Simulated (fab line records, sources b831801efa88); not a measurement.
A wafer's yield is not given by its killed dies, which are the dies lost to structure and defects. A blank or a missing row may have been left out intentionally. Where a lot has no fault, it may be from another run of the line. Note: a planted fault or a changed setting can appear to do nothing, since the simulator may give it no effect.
Matching of chambers	flow sky130	3 sister chambers for SKY_METAL3_ETCH_17 on rie-diel-02
The step etches SiO2 in C4F8/O2/Ar, stops on TiN, time 3.9 s, target depth 15 nm. 6 wafers are shown with their chamber, then 6 later ones without.

## WAFERS WITH THEIR CHAMBER
wafer	chamber	bias-w (W)	oes-product-au (a.u.)
L470.2	1	1197	0.758
L471.1	2	1198	0.753
L471.4	3	1196	0.766
L471.6	3	1204	0.761
L474.2	2	1209	0.757
L474.4	1	1194	0.765

## WAFERS MISSING THEIR CHAMBER
wafer	bias-w (W)	oes-product-au (a.u.)
L474.6	1200	0.769
L485.3	1198	0.751
L485.4	1196	0.755
L485.5	1193	0.748
L487.2	1200	0.741
L487.3	1200	0.755

## CHAMBER TAKEN BY EACH
wafer	from the rows above	in truth
L474.6	can't be placed: 3 or 1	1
L485.3	can't be placed: 2 or 1 or 3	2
L485.4	can't be placed: 2 or 1 or 3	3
L485.5	can't be placed: 2 or 1 or 3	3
L487.2	can't be placed: 2 or 1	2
L487.3	can't be placed: 2 or 1 or 3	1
0 of 6 placed correctly. Not placeable from these rows: 6 (in 6, the candidates include the true chamber). Number placed wrongly: 0.
How it was worked out, from the rows above alone: a wafer's distance from a chamber is the root of the sum, over the readings, of the square of ((its reading less the chamber's mean) divided by the reading's scatter). The wafer belongs to the nearest chamber; if the next one is less than 2 further off, it can't be placed. For every chamber, the mean is computed from those of its wafers that are shown. The scatter: the root of (the sum of the squares of (reading less its chamber's mean) over the shown wafers, divided by (wafers less chambers)).
